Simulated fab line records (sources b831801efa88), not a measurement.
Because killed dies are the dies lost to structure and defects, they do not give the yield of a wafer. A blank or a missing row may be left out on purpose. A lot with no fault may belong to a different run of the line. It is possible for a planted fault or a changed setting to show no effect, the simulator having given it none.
Struck lot and sound lot, side by side    flow sky130    15 steps out of a route of 708
Sound: these wafers, L224.1, L224.4, L224.5. Wafers L241.3, L241.4, L241.5 were the ones struck. The cause is given at the end.
Each step with rows lists, per side, the tool, then ch with its chambers, then its first start. Under that, the readings that differ: sound wafers    struck wafers    difference of the means    sigmas: that difference in standard deviations of wafers without a fault.
alike: readings whose means differ by less than 2 such deviations, and words and numbers that are the same on both sides. not compared: withheld readings, readings that some wafer has no value for, bounds like >300 that may hide the same value, and numbers for which the record gives no deviation and whose values overlap.
A row with sigmas, a row that says differs or no value, or rows on one side alone: a step with any of these is where the two part. Numbers that have no deviation but don't overlap get no sigmas and don't part them. A reading missing from all wafers of one side parts the sides only when that side holds two or more wafers.

SKY_CAPM_METAL_ETCH_13: etches TiN in Cl2/BCl3, stops on SiO2, target depth 220 nm, time 60.68 s.
  sound on rie_metal-04 ch 0, day 37 13:06; struck on rie_metal-02 ch 0,1, day 42 15:07
  alike: drypump_motor_current_A, oes_product_au, throttle_valve_pct
  not compared: rf_hours_counter_h
SKY_CAPM_STRIP_14: strips in O2/N2.
  sound on plasma_asher-01 ch 0,1, day 37 13:11; struck on plasma_asher-01 ch 0,1, day 42 15:13
  alike: drypump_motor_current_A, oes_product_au, strip_time_to_endpoint_s
  not compared: rf_hours_counter_h
then, 10 steps without rows for these wafers: SKY_CAPM_STRIP_15 (strips in post etch residue remover, time 1200 s); SKY_CAPM_CLEAN_16 (cleans in IPA, time 180 s); SKY_CAPM_CLEAN_17 (cleans in O3/DIW); SKY_METAL3_DEHYDRATE_05 (time 60 s); SKY_METAL3_HMDS_06 (prime time 60 s); SKY_METAL3_COAT_07 (resist thk 60 nm); SKY_METAL3_COAT_08 (resist thk 1140 nm); SKY_METAL3_SOFTBAKE_09 (time 90 s); SKY_METAL3_EXPOSE_10 (exposes mask MM3, target cd 300 nm); SKY_METAL3_PEB_11.
SKY_METAL3_DEVELOP_12: develop time 60 s.
  sound on litho_track-04 ch 0, day 38 14:00; struck on litho_track-02 ch 0, day 43 14:00
reading               sound              struck             difference  sigmas
developer_temp_C (C)  21.18 20.85 21.10  21.57 21.52 21.59  +0.52       +4
SKY_METAL3_CD_MEAS_13 targets a cd of 300 nm.
  struck on cd_sem-02, day 43 14:45; sound on cd_sem-01, day 38 14:43
  alike: cd_nm
-- the record jumps here: 6 days lie between the struck wafers' starts before and after (it left off in module METAL3 and takes up again in module PAD_OPEN, whose first step shown is number 708 of the route) --
SKY_PAD_OPEN_PROBE_99:
  struck on prober-02, day 49 22:53; sound on prober-02, day 45 19:49
  alike: defect_limited_yield, killed_at_M0_to_M3, killed_at_M4_up, killed_at_contacts, killed_at_front_end, killed_at_other, killed_dies, killed_open, killed_short, sort_bin_3_pad_short, sort_bin_5_function, sort_bin_6_memory, sort_n_pass, sort_yield_pct

WHERE THEY PART
Only at SKY_METAL3_DEVELOP_12, within this record. Later steps at which nothing parts them and some readings are alike: SKY_METAL3_CD_MEAS_13, SKY_PAD_OPEN_PROBE_99.

WHY: what the simulator had put in
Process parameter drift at SKY_METAL3_DEVELOP_12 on litho_track-02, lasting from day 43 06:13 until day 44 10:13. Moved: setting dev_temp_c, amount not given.
